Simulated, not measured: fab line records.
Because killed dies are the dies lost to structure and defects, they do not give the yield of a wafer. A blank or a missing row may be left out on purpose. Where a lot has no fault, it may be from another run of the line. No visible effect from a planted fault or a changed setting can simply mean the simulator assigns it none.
fab line records	flow sky130
record: lots: 6	wafers: 18	last_day: 50
route steps=708 shown POLY_GATE@222 PAD_OPEN@708
lots with no fault: from the same line, run without faults
start_h: hours from the record's first day to the start of the lot's first wafer shown	wait_h: how many hours have passed since the lot's step before this one	" the same as in the row above	L1.1+2: several wafers, shown together as one row	- no value, or no start given	* or withheld: withheld	< > ~ a bound
route shown NAME@n: names a module that has steps shown in the file, with the first one's number in the route	usual: the fault-free wafers' mean and standard deviation	same: alike in all rows	chamber/n: place in a boat	sites: readings site by site	_std_site: standard deviation across them	_edge_site: outer sites' mean less inner sites'	radius_mm: how far each site lies from the wafer's centre	mask NAME#n: copy n	behind: the tool/chamber that last shaped the wafer	hold: the reason the lot was held/the length of the hold in hours/how it ended	device: names the non-switching transistor (n, p or np)	end of line: tests of these same wafers at the route's end	step lacking rows: just its recipe	killed: not the wafer's yield, but the dies lost to structure and defects at the first sort	map: a wafer's dies, x killed, . not, _ none there
set.NAME: the setting as run; set.NAME@STEP: as run at that earlier step	model.NAME: the simulator's own value behind a step, which no gauge read
a table for each step, a row for each wafer; lots at some steps of the route
services: when a tool's chamber went out of use (start_h, in hours from the record's first day, below 0 if earlier), for how many hours, and the reason
== steps ==
step: SKY_POLY_GATE_COAT_08
recipe: resist: KrF-thick	spin_rpm: 3000	resist_thk_nm: 450
step: SKY_POLY_GATE_SOFTBAKE_09
recipe: temp_c: 100	time_s: 90	resist: KrF-thick
step: SKY_POLY_GATE_EXPOSE_10
recipe: mask_id: P1M	na: 0.68	source_shape: conventional	sigma_outer: 0.6	target_cd_nm: 150	dose_mj: 28
step: SKY_POLY_GATE_PEB_11
recipe: peb_temp_c: withheld	peb_time_s: withheld	resist: KrF-thick
step: SKY_POLY_GATE_DEVELOP_12
recipe: develop_time_s: 60	resist: KrF-thick	dev_temp_c: 21
step: SKY_POLY_GATE_CD_MEAS_13
recipe: target_cd_nm: 150
usual: cd_nm: 150.3/1.1
lot.wafer	tool	chamber	start_h	wait_h	cd_nm
L656.3	cd_sem-02	-	381.03	-	151.2
L656.4	"	-	"	"	150.7
L656.6	"	-	"	"	149.7
L658.1	cd_sem-01	-	425.22	-	149.2
L658.3	"	-	"	"	150.3
L658.4	"	-	"	"	149.0
L664.1	cd_sem-01	-	463.19	-	150.0
L664.5	"	-	"	"	150.1
L664.6	"	-	"	"	148.6
L667.1	cd_sem-02	-	482.06	-	151.6
L667.3	"	-	"	"	152.3
L667.4	"	-	"	"	150.7
L669.1	cd_sem-01	-	529.59	-	149.3
L669.3	"	-	"	"	148.9
L669.6	"	-	"	"	149.4
L677.1	cd_sem-02	-	572.47	-	150.1
L677.4	"	-	"	"	151.7
L677.5	"	-	"	"	150.4
step: SKY_POLY_GATE_OVL_MEAS_14
usual: POLY_GATE_OVL: 4/5.3
lot.wafer	tool	chamber	start_h	wait_h	POLY_GATE_OVL[nm]
L656.3	overlay-02	-	381.12	0.1	7
L656.4	"	-	"	"	12
L656.6	"	-	"	"	11
L658.1	overlay-02	-	425.34	0.1	9
L658.3	"	-	"	"	4
L658.4	"	-	"	"	11
L664.1	overlay-02	-	463.31	0.1	-2
L664.5	"	-	"	"	-6
L664.6	"	-	"	"	2
L667.1	overlay-01	-	482.18	0.1	0
L667.3	"	-	"	"	5
L667.4	"	-	"	"	1
L669.1	overlay-01	-	529.71	0.1	-1
L669.3	"	-	"	"	-2
L669.6	"	-	"	"	-9
L677.1	overlay-02	-	572.59	0.1	-1
L677.4	"	-	"	"	8
L677.5	"	-	"	"	5
step: SKY_POLY_GATE_ETCH_15
recipe: chemistry: N2/H2	target: BARC	ion_energy_ev: 200	source_w: 500	bias_w: 100	pressure_mtorr: 30	n2_flow_sccm: 100	h2_flow_sccm: 200	stop_on: SiO2	time_s: 118.5	target_depth_a: 1100
usual: drypump_motor_current_A: 5.5/0.53	oes_product_au: 0.716/0.0046	throttle_valve_pct: 13.213/0.0087
lot.wafer	tool	chamber	start_h	wait_h	drypump_motor_current_A	oes_product_au	rf_hours_counter_h	throttle_valve_pct
L656.3	rie_diel-04	0	381.14	0.0	5.0	0.714	33	13.215
L656.4	"	3	"	"	5.2	0.716	97	13.201
L656.6	"	2	"	"	5.2	0.715	-	13.194
L658.1	rie_diel-03	2	425.38	0.0	6.7	0.717	2	13.211
L658.3	"	1	"	"	6.1	0.716	4	13.207
L658.4	"	2	"	"	6.7	0.713	-	13.208
L664.1	rie_diel-04	3	463.34	0.0	5.1	0.718	99	13.199
L664.5	"	0	"	"	5.0	0.709	-	13.209
L664.6	"	1	"	"	6.0	0.715	-	13.215
L667.1	rie_diel-01	2	482.22	0.0	5.0	0.715	13	13.212
L667.3	"	1	"	"	6.1	0.706	85	13.212
L667.4	"	3	"	"	6.0	0.716	25	13.213
L669.1	rie_diel-01	0	529.74	0.0	4.8	0.715	13	13.210
L669.3	"	3	"	"	6.0	0.722	26	13.203
L669.6	"	3	"	"	6.0	0.707	-	13.204
L677.1	rie_diel-04	3	572.63	0.0	5.1	0.726	2	13.228
L677.4	"	2	"	"	5.2	0.720	3	13.224
L677.5	"	0	"	"	5.0	0.716	-	13.208
step: SKY_POLY_GATE_ETCH_16
recipe: stop_on: poly-Si	chemistry: CH3F/O2	target: Si3N4	source_w: 400	bias_w: 80	pressure_mtorr: 25	ch3f_flow_sccm: 40	O2_flow_sccm: 30	time_s: 147.5	target_depth_a: 750
usual: O2_flow_sccm: 30.01/0.086	drypump_motor_current_A: 5.5/0.52	oes_product_au: 0.640/0.0051	throttle_valve_pct: 10.535/0.0092
lot.wafer	tool	chamber	start_h	wait_h	O2_flow_sccm	drypump_motor_current_A	oes_product_au	rf_hours_counter_h	throttle_valve_pct
L656.3	rie_diel-04	0	381.22	0.0	29.95	5.0	0.632	33	10.550
L656.4	"	3	"	"	30.06	5.1	0.635	97	10.523
L656.6	"	2	"	"	30.00	5.2	0.641	-	10.537
L658.1	rie_diel-03	2	425.46	0.0	30.06	6.6	0.642	2	10.545
L658.3	"	1	"	"	30.01	6.0	0.634	4	10.543
L658.4	"	2	"	"	30.16	6.6	0.641	-	10.544
L664.1	rie_diel-04	3	463.42	0.0	29.92	5.1	0.634	99	10.529
L664.5	"	0	"	"	29.87	5.0	0.639	-	10.543
L664.6	"	1	"	"	29.86	6.0	0.633	-	10.524
L667.1	rie_diel-01	2	482.30	0.0	30.09	5.0	0.646	13	10.514
L667.3	"	1	"	"	30.04	6.0	0.636	85	10.539
L667.4	"	3	"	"	30.00	6.0	0.636	25	10.532
L669.1	rie_diel-01	0	529.82	0.0	29.96	4.8	0.632	13	10.544
L669.3	"	3	"	"	29.89	6.0	0.649	26	10.538
L669.6	"	3	"	"	29.90	6.0	0.636	-	10.535
L677.1	rie_diel-04	3	572.71	0.0	30.12	5.1	0.631	2	10.536
L677.4	"	2	"	"	30.01	5.2	0.642	3	10.534
L677.5	"	0	"	"	30.08	5.0	0.638	-	10.537
step: SKY_POLY_GATE_ETCH_17
recipe: target_depth_nm: 180	stop_on: SiO2	over_etch_frac: 0.56667	chemistry: HBr/Cl2	target: poly-Si	icp_w: 400	bias_w: 100	pressure_mtorr: 10	HBr_flow_sccm: 150	Cl2_flow_sccm: 50	time_s: 70.5
usual: drypump_motor_current_A: 5.81/0.26	oes_product_au: 0.985/0.0066	throttle_valve_pct: 33.684/0.0089
same: over_etch_frac: 0.56667
lot.wafer	tool	chamber	start_h	wait_h	drypump_motor_current_A	oes_product_au	rf_hours_counter_h	throttle_valve_pct
L656.3	rie_si-01	3	381.32	0.0	6.15	0.981	0	33.702
L656.4	"	0	"	"	6.09	0.973	33	33.680
L656.6	"	0	"	"	6.08	0.987	-	33.697
L658.1	rie_si-01	3	425.56	0.0	6.16	0.984	0	33.685
L658.3	"	0	"	"	6.11	0.984	33	33.672
L658.4	"	1	"	"	5.34	0.984	52	33.680
L664.1	rie_si-02	0	463.52	0.0	5.64	0.986	1	33.689
L664.5	"	0	"	"	5.64	0.977	-	33.686
L664.6	"	3	"	"	5.65	0.985	-	33.681
L667.1	rie_si-01	0	482.40	0.0	6.07	0.979	34	33.699
L667.3	"	1	"	"	5.27	0.976	52	33.685
L667.4	"	2	"	"	5.95	0.979	55	33.688
L669.1	rie_si-01	0	529.92	0.0	6.06	0.982	34	33.669
L669.3	"	3	"	"	6.16	0.982	1	33.685
L669.6	"	0	"	"	6.08	0.980	-	33.701
L677.1	rie_si-01	1	572.81	0.0	5.29	0.985	0	33.683
L677.4	"	2	"	"	5.95	0.975	0	33.675
L677.5	"	0	"	"	6.10	0.975	-	33.687
step: SKY_POLY_GATE_STRIP_18
recipe: chemistry: O2/N2	power_w: 1400	pressure_mtorr: 1500	platen_temp_c: withheld	o2_flow_sccm: 3000	n2_flow_sccm: 300	overash_fraction: 0.5
usual: drypump_motor_current_A: 5.4/0.34	oes_product_au: 0.361/0.0049	strip_time_to_endpoint_s: 3.170/0.024
lot.wafer	tool	chamber	start_h	wait_h	drypump_motor_current_A	oes_product_au	rf_hours_counter_h	strip_time_to_endpoint_s
L656.3	plasma_asher-03	0	381.41	0.1	5.5	0.355	-	3.180
L656.4	"	1	"	"	5.7	0.358	-	3.225
L656.6	"	0	"	"	5.5	0.359	-	3.179
L658.1	plasma_asher-03	1	425.62	0.0	5.7	0.360	60	3.147
L658.3	"	0	"	"	5.5	0.363	-	3.179
L658.4	"	1	"	"	5.8	0.358	-	3.163
L664.1	plasma_asher-02	0	463.58	0.0	4.9	0.361	35	3.187
L664.5	"	1	"	"	5.6	0.358	-	3.164
L664.6	"	0	"	"	4.9	0.365	-	3.166
L667.1	plasma_asher-03	0	482.45	0.0	5.5	0.357	64	3.121
L667.3	"	1	"	"	5.7	0.356	-	3.165
L667.4	"	0	"	"	5.5	0.358	-	3.176
L669.1	plasma_asher-02	1	529.98	0.0	5.6	0.352	42	3.154
L669.3	"	0	"	"	5.0	0.357	-	3.143
L669.6	"	0	"	"	5.0	0.354	-	3.179
L677.1	plasma_asher-03	0	572.87	0.0	5.5	0.360	73	3.151
L677.4	"	0	"	"	5.5	0.355	-	3.150
L677.5	"	0	"	"	5.5	0.356	-	3.195
step: SKY_POLY_GATE_CLEAN_19
recipe: chemistry: SC1/SC2	mix: 1:4:20	temp_c: 70	time_s: 150	dry: n2_spin
step: SKY_POLY_GATE_OXIDATION_20
recipe: temp_c: 850	ambient: O2	stabilise_s: 600	purge_s: 300	target_thk_a: 40	ox_time_s: 899
usual: spike_tc_bottom_C: 868.0/2.1	tube_center_temp_C_max: 852.2/0.38
lot.wafer	tool	chamber	start_h	wait_h	spike_tc_bottom_C	tube_center_temp_C_max	model.SiO2_of_POLY_GATE_OXIDATION_20.thk_nm
L656.3	furnace-01	0	381.73	0.2	865.6	852.1	3.905
L656.4	"	0	"	"	866.6	852.3	3.925
L656.6	"	0	"	"	867.0	852.0	3.937
L658.1	furnace-02	0	426.74	1.0	870.5	851.7	4.039
L658.3	"	0	"	"	870.5	852.3	4.019
L658.4	"	0	"	"	870.5	852.3	4.003
L664.1	furnace-02	0	464.46	0.7	870.2	851.5	4.566
L664.5	"	0	"	"	866.9	852.9	4.555
L664.6	"	0	"	"	871.4	852.7	4.534
L667.1	furnace-02	0	482.61	0.0	870.6	851.9	4.615
L667.3	"	0	"	"	870.3	851.8	4.65
L667.4	"	0	"	"	869.5	852.1	4.607
L669.1	furnace-01	0	530.21	0.1	864.8	852.2	4.075
L669.3	"	0	"	"	864.4	852.1	4.113
L669.6	"	0	"	"	867.7	851.8	4.109
L677.1	furnace-01	0	573.02	0.0	865.6	852.7	3.918
L677.4	"	0	"	"	865.0	851.9	3.876
L677.5	"	0	"	"	865.1	851.6	3.88
step: SKY_POLY_GATE_THK_MEAS_21
recipe: reads: SiO2_of_POLY_GATE_OXIDATION_20
usual: POLY_GATE_OXIDATION_THK: 3.99/0.079
lot.wafer	tool	chamber	start_h	wait_h	hold	POLY_GATE_OXIDATION_THK[nm]
L656.3	film_metro-04	-	383.00	0.0	-	3.90
L656.4	"	-	"	"	-	3.96
L656.6	"	-	"	"	-	3.92
L658.1	film_metro-03	-	427.99	0.0	-	4.04
L658.3	"	-	"	"	-	4.04
L658.4	"	-	"	"	-	3.96
L664.1	film_metro-04	-	465.71	0.0	await_dispo/0.2h/release	4.58
L664.5	"	-	"	"	await_dispo/0.2h/release	4.57
L664.6	"	-	"	"	await_dispo/0.2h/release	4.57
L664.1	film_metro-04	-	465.94	0.2	-	4.52
L664.5	"	-	"	"	-	4.56
L664.6	"	-	"	"	-	4.49
L667.1	film_metro-03	-	483.86	0.0	await_dispo/0.2h/release	4.55
L667.3	"	-	"	"	await_dispo/0.2h/release	4.65
L667.4	"	-	"	"	await_dispo/0.2h/release	4.60
L667.1	film_metro-03	-	484.09	0.2	-	4.61
L667.3	"	-	"	"	-	4.69
L667.4	"	-	"	"	-	4.62
L669.1	film_metro-03	-	531.46	0.0	-	4.07
L669.3	"	-	"	"	-	4.15
L669.6	"	-	"	"	-	4.11
L677.1	film_metro-03	-	574.27	0.0	-	3.90
L677.4	"	-	"	"	-	3.84
L677.5	"	-	"	"	-	3.90
step: SKY_POLY_GATE_CD_MEAS_22
usual: cd_nm: 150.6/1.9
lot.wafer	tool	chamber	start_h	wait_h	hold	cd_nm
L656.3	cd_sem-01	-	383.10	0.1	-	150.7
L656.4	"	-	"	"	-	149.5
L656.6	"	-	"	"	-	149.8
L658.1	cd_sem-01	-	428.05	0.1	-	150.2
L658.3	"	-	"	"	-	151.0
L658.4	"	-	"	"	-	148.5
L664.1	cd_sem-02	-	468.53	2.6	await_dispo/2.5h/release	149.1
L664.5	"	-	"	"	await_dispo/2.5h/release	149.1
L664.6	"	-	"	"	await_dispo/2.5h/release	148.6
L667.1	cd_sem-01	-	490.32	6.2	await_dispo/6.2h/release	151.7
L667.3	"	-	"	"	await_dispo/6.2h/release	151.6
L667.4	"	-	"	"	await_dispo/6.2h/release	149.6
L669.1	cd_sem-02	-	531.52	0.1	-	150.9
L669.3	"	-	"	"	-	148.1
L669.6	"	-	"	"	-	148.2
L677.1	cd_sem-01	-	574.33	0.1	-	150.7
L677.4	"	-	"	"	-	152.5
L677.5	"	-	"	"	-	149.4
step: SKY_PAD_OPEN_PROBE_99
usual: killed_at_M0_to_M3: 44/7	killed_at_M4_up: 3.0/1.9	killed_at_contacts: 24/5.4	killed_at_front_end: 15/4.6	killed_at_other: 0.3/0.5	killed_dies: 87/10	killed_on_rim: 17/3.5	killed_open: 47/7	killed_short: 40/6.2
same: gross_dies: 492	killed_at_back_side: 0
lot.wafer	tool	chamber	start_h	wait_h	killed_at_M0_to_M3	killed_at_M4_up	killed_at_contacts	killed_at_front_end	killed_at_other	killed_dies	killed_on_rim	killed_open	killed_short	model.etest.tip_n.rs_ohm_sq
L656.3	prober-02	-	1079.00	0.2	43	3	25	7	0	78	19	43	35	441.9
L656.4	prober-02	-	1079.05	0.2	43	6	22	15	0	86	19	43	43	447
L656.6	prober-02	-	1079.15	0.2	46	1	25	6	0	78	12	47	31	445.7
L658.1	prober-02	-	1109.01	0.1	45	1	13	13	0	72	17	34	38	441.1
L658.3	prober-02	-	1109.11	0.2	42	5	22	13	0	82	15	44	38	437.7
L658.4	prober-02	-	1109.16	0.2	44	1	26	8	0	79	13	41	38	439.5
L664.1	prober-01	-	1138.62	0.1	41	4	30	13	0	88	16	45	43	448.4
L664.5	prober-01	-	1138.82	0.2	46	3	30	13	0	92	22	51	41	449.7
L664.6	prober-01	-	1138.87	0.2	50	2	29	9	1	91	24	50	41	454
L667.1	prober-01	-	1145.10	0.1	42	3	24	9	1	79	15	45	34	449.6
L667.3	prober-01	-	1145.20	0.2	45	8	37	10	0	100	18	57	43	448.9
L667.4	prober-01	-	1145.25	0.2	56	2	44	16	0	118	23	75	43	445.4
L669.1	prober-01	-	1178.80	0.1	55	4	24	21	0	104	20	55	49	439.1
L669.3	prober-01	-	1178.90	0.2	34	8	33	11	0	86	10	43	43	440.3
L669.6	prober-01	-	1179.05	0.2	57	5	23	12	1	98	16	56	42	439
L677.1	prober-02	-	1197.22	0.1	58	8	33	11	1	111	22	52	59	442
L677.4	prober-02	-	1197.37	0.2	43	0	21	23	0	87	16	41	46	441.1
L677.5	prober-02	-	1197.42	0.2	51	1	19	12	0	83	16	46	37	440.8
killed by level:class
L656.3 CONTACT:geometric_particle:open=11 VIA1:geometric_particle:open=9 LI_CONTACT:geometric_particle:open=8 VIA2:geometric_particle:open=7 METAL2:geometric_particle:short=6 VIA1:geometric_particle:short=5 CONTACT:geometric_particle:short=4 METAL1:geometric_particle:short=4
L656.4 CONTACT:geometric_particle:open=8 VIA1:geometric_particle:open=8 CONTACT:geometric_particle:short=6 METAL1:geometric_particle:short=6 METAL4:geometric_particle:short=6 FIELD_ISO:geometric_particle:open=5 FIELD_ISO:geometric_particle:short=5 LI_CONTACT:geometric_particle:open=5
L656.6 VIA2:geometric_particle:open=10 LI_CONTACT:geometric_particle:open=9 CONTACT:geometric_particle:open=9 VIA1:geometric_particle:open=8 METAL2:geometric_particle:short=8 VIA1:geometric_particle:short=4 VIA2:geometric_particle:short=4 LOCAL_INTERCONNECT:geometric_particle:short=3
L658.1 VIA1:geometric_particle:short=10 VIA1:geometric_particle:open=9 METAL1:geometric_particle:short=7 CONTACT:geometric_particle:open=5 VIA2:geometric_particle:open=5 VIA3:geometric_particle:short=5 FIELD_ISO:geometric_particle:open=4 FIELD_ISO:geometric_particle:short=4
L658.3 VIA1:geometric_particle:open=14 CONTACT:geometric_particle:open=8 METAL1:geometric_particle:short=7 FIELD_ISO:geometric_particle:short=5 LOCAL_INTERCONNECT:geometric_particle:short=5 VIA2:geometric_particle:open=5 LI_CONTACT:geometric_particle:open=4 CONTACT:geometric_particle:short=3
L658.4 VIA1:geometric_particle:open=10 CONTACT:geometric_particle:open=9 LI_CONTACT:geometric_particle:open=8 METAL3:geometric_particle:short=7 METAL1:geometric_particle:short=6 METAL2:geometric_particle:short=5 LOCAL_INTERCONNECT:geometric_particle:short=4 LI_CONTACT:geometric_particle:short=3
L664.1 CONTACT:geometric_particle:open=12 VIA1:geometric_particle:open=7 CONTACT:geometric_particle:short=6 VIA3:geometric_particle:open=6 POLY_GATE:geometric_particle:open=5 LI_CONTACT:geometric_particle:open=5 METAL1:geometric_particle:short=5 VIA2:geometric_particle:short=5
L664.5 VIA1:geometric_particle:open=11 CONTACT:geometric_particle:open=9 METAL1:geometric_particle:short=9 POLY_GATE:geometric_particle:open=7 LI_CONTACT:geometric_particle:open=7 LOCAL_INTERCONNECT:geometric_particle:short=5 CONTACT:geometric_particle:short=5 VIA1:geometric_particle:short=4
L664.6 CONTACT:geometric_particle:open=12 VIA3:geometric_particle:open=9 VIA1:geometric_particle:open=8 LI_CONTACT:geometric_particle:open=7 METAL1:geometric_particle:short=7 CONTACT:geometric_particle:short=6 VIA1:geometric_particle:short=6 VIA2:geometric_particle:open=6
L667.1 CONTACT:geometric_particle:open=12 VIA3:geometric_particle:open=8 VIA1:geometric_particle:open=7 VIA2:geometric_particle:open=6 LOCAL_INTERCONNECT:geometric_particle:short=5 METAL1:geometric_particle:short=5 METAL1:geometric_particle:open=4 METAL2:geometric_particle:short=4
L667.3 CONTACT:geometric_particle:open=16 CONTACT:geometric_particle:short=9 VIA1:geometric_particle:open=8 LI_CONTACT:geometric_particle:open=8 METAL1:geometric_particle:short=8 METAL4:geometric_particle:short=6 VIA3:geometric_particle:open=6 VIA3:geometric_particle:short=5
L667.4 VIA1:geometric_particle:open=20 CONTACT:geometric_particle:open=15 CONTACT:geometric_particle:short=12 LI_CONTACT:geometric_particle:open=11 FIELD_ISO:geometric_particle:open=7 VIA2:geometric_particle:open=7 VIA3:geometric_particle:open=7 METAL1:geometric_particle:short=6
L669.1 VIA1:geometric_particle:open=13 LI_CONTACT:geometric_particle:open=8 CONTACT:geometric_particle:open=8 VIA3:geometric_particle:open=8 VIA1:geometric_particle:short=7 METAL2:geometric_particle:short=7 FIELD_ISO:geometric_particle:short=6 METAL1:geometric_particle:short=6
L669.3 CONTACT:geometric_particle:open=14 VIA1:geometric_particle:open=12 VIA1:geometric_particle:short=10 LI_CONTACT:geometric_particle:open=7 LOCAL_INTERCONNECT:geometric_particle:short=7 METAL4:geometric_particle:short=5 FIELD_ISO:geometric_particle:short=4 LI_CONTACT:geometric_particle:short=4
L669.6 VIA1:geometric_particle:open=13 CONTACT:geometric_particle:open=10 VIA3:geometric_particle:open=9 LI_CONTACT:geometric_particle:open=8 VIA1:geometric_particle:short=8 VIA2:geometric_particle:open=6 METAL1:geometric_particle:short=5 VIA3:geometric_particle:short=5
L677.1 VIA1:geometric_particle:open=13 METAL2:geometric_particle:short=13 LI_CONTACT:geometric_particle:open=12 CONTACT:geometric_particle:short=9 CONTACT:geometric_particle:open=8 VIA1:geometric_particle:short=8 METAL4:geometric_particle:short=6 FIELD_ISO:geometric_particle:short=4
L677.4 VIA1:geometric_particle:open=9 FIELD_ISO:geometric_particle:short=7 CONTACT:geometric_particle:open=7 POLY_GATE:geometric_particle:short=5 METAL2:geometric_particle:short=5 VIA3:geometric_particle:short=5 FIELD_ISO:geometric_particle:open=4 POLY_GATE:geometric_particle:open=4
L677.5 VIA1:geometric_particle:open=11 CONTACT:geometric_particle:open=9 VIA3:geometric_particle:open=6 METAL1:geometric_particle:short=6 VIA2:geometric_particle:open=6 LI_CONTACT:geometric_particle:open=5 METAL2:geometric_particle:short=5 FIELD_ISO:geometric_particle:open=4
== services ==
tool	chamber	start_h	hours	kind
plasma_asher-03	-	361.68	6.0	repair
rie_diel-03	2	378.16	7.5	repair
furnace-02	-	409.20	3.4	pm
rie_diel-04	2	420.27	-	clean
rie_diel-04	2	420.27	16.4	scheduled_down
rie_diel-04	2	420.27	16.4	vent_cycle
rie_si-01	3	440.90	2.6	repair
furnace-01	-	442.01	3.1	pm
furnace-01	-	445.86	3.3	repair
rie_si-02	2	448.96	5.1	repair
plasma_asher-03	-	456.77	14.6	pm
rie_diel-03	1	462.33	10.2	repair
furnace-02	-	468.23	3.6	pm
rie_diel-04	3	470.38	-	clean
rie_diel-04	3	470.38	19.6	scheduled_down
rie_diel-04	3	470.38	19.6	vent_cycle
rie_diel-03	3	474.51	3.1	repair
furnace-01	-	480.61	2.7	pm
furnace-02	-	496.87	7.0	repair
rie_diel-04	3	511.64	5.1	repair
rie_si-02	-	530.88	28.1	pm
rie_diel-03	-	539.30	0.3	repair
rie_si-01	-	558.98	2.8	pm
rie_diel-03	-	565.25	14.6	pm
== key ==
first_sign: step: SKY_POLY_GATE_THK_MEAS_21	reading: visit	direction: added
effect: step: SKY_POLY_GATE_THK_MEAS_21	reading: POLY_GATE_OXIDATION_THK	direction: up	sigmas: 7.5	usual: 3.99	struck: 4.59
model_effect: step: SKY_POLY_GATE_OXIDATION_20	value: SiO2_of_POLY_GATE_OXIDATION_20.thk_nm	without: 4.022	struck: 4.588
model_effect: step: SKY_PAD_OPEN_PROBE_99	value: etest.tip_n.rs_ohm_sq	without: 440.5	struck: 449.3
met_at SKY_POLY_GATE_OXIDATION_20
struck_wafers L664.1,L664.5,L664.6,L667.1,L667.3,L667.4
tester_left_out L664,L667
onset_between 426.74 464.46
fault: kind: process_parameter_drift	tool: furnace-02	chamber: -	onset_h: 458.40	steps: SKY_POLY_GATE_OXIDATION_20	channel: ox_time_s	offset: *	shape: step	end_h: 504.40	acts_in: *	stated: *
tester_left_out: of these lots the tester's yield and bins aren't shown, on N5 and GAA mostly nor the transistor test; their killed dies are dies lost to structure and defects alone, not to doping, threshold or leakage, so they don't give the yield
